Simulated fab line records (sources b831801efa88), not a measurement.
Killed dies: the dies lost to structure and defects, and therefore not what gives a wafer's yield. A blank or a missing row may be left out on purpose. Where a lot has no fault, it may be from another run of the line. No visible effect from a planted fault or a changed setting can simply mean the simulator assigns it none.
Matching of chambers    flow sky130    SKY_POLY_CUT_ETCH_10 on rie_diel-03: 4 sister chambers
The step etches BARC in N2/H2, stops on SiO2, time 45.9 s, target depth 60 nm. 4 wafers are shown with their chamber, then 7 later ones without.

== WAFERS, EACH WITH ITS CHAMBER ==
wafer   chamber  oes_product_au (a.u.)
L523.3  1        0.856
L523.6  2        0.858
L527.1  0        0.852
L527.2  3        0.846

== WAFERS WITH NO CHAMBER GIVEN ==
wafer   oes_product_au (a.u.)
L527.5  0.851
L529.2  0.846
L529.5  0.854
L529.6  0.854
L534.2  0.863
L534.3  0.860
L534.4  0.852

== THE CHAMBER EACH PASSED THROUGH ==
wafer    from the rows above            in truth
L527.5   can't be placed: 0 or 1 or 3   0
L529.2   3                              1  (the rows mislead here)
L529.5   can't be placed: 0 or 1 or 2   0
L529.6   can't be placed: 0 or 1 or 2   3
L534.2   can't be placed: 2 or 1        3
L534.3   can't be placed: 2 or 1        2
L534.4   can't be placed: 0 or 1        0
Placed correctly: 0 of 7. From these rows, 6 cannot be placed; in 4 the true chamber is one of the candidates. 1 placed wrongly.
How it was worked out, from the rows above alone: a wafer's distance from a chamber is the root of the sum, over the readings, of the square of ((its reading less the chamber's mean) divided by the reading's scatter). The wafer belongs to the nearest chamber; if the next one is less than 2 further off, it can't be placed. Each chamber's mean is taken over the wafers shown for it. The scatter (one wafer shown for each chamber): square how far every hidden wafer sits from the nearest shown wafer, average those squares and take the square root.
